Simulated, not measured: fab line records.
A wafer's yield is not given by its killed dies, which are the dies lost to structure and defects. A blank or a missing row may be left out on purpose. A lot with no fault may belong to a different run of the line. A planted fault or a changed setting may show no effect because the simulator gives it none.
What tool caused it? | flow sky130 | 6 lots, 18 wafers sampled, at 1 step of a route of 708

== WHAT THE GAUGES SHOWED, per wafer ==
SKY_LOCAL_INTERCONNECT_CD_MEAS_11 targets a cd of 170 nm.
lot  | measured     | on        | cd-nm (nm)
L528 | day 30 19:54 | cd-sem-02 | 173.4 171.9 171.6
L532 | day 32 08:30 | cd-sem-01 | 171.4 170.6 172.1
L539 | day 34 02:26 | cd-sem-01 | 170.5 171.4 171.7
L546 | day 36 10:01 | cd-sem-01 | 171.7 171.1 170.9
L547 | day 36 14:13 | cd-sem-01 | 172.0 170.5 169.3
L549 | day 37 07:54 | cd-sem-01 | 170.9 170.2 169.9

== EACH LOT AND THE TOOL THAT RAN IT (in order: tool; ch and the chambers of the sampled wafers; start) ==
Before these readings, the record contains no process step.

== THE ANSWER, worked out from the rows above alone ==
Rule: the usual values come from the lots themselves. Put in order of their means at a reading, lots are off if they are a third of the lots or fewer, leave a main group of 4 or more, and stand apart from it by a gap of 3 or more times the standard deviation of the main group's means; of several such gaps the widest counts. The tables above print the reading to a certain number of digits; a main group whose means all agree to those digits is not used. A lot without any number at a reading at which 4 lots or more have one is off too. Where the step has rows for the other lots, those lots are counted as sound.
Across all readings shown, no lot is off: no conclusion can be drawn from this.

== WHAT THE SIMULATOR HAD INSERTED ==
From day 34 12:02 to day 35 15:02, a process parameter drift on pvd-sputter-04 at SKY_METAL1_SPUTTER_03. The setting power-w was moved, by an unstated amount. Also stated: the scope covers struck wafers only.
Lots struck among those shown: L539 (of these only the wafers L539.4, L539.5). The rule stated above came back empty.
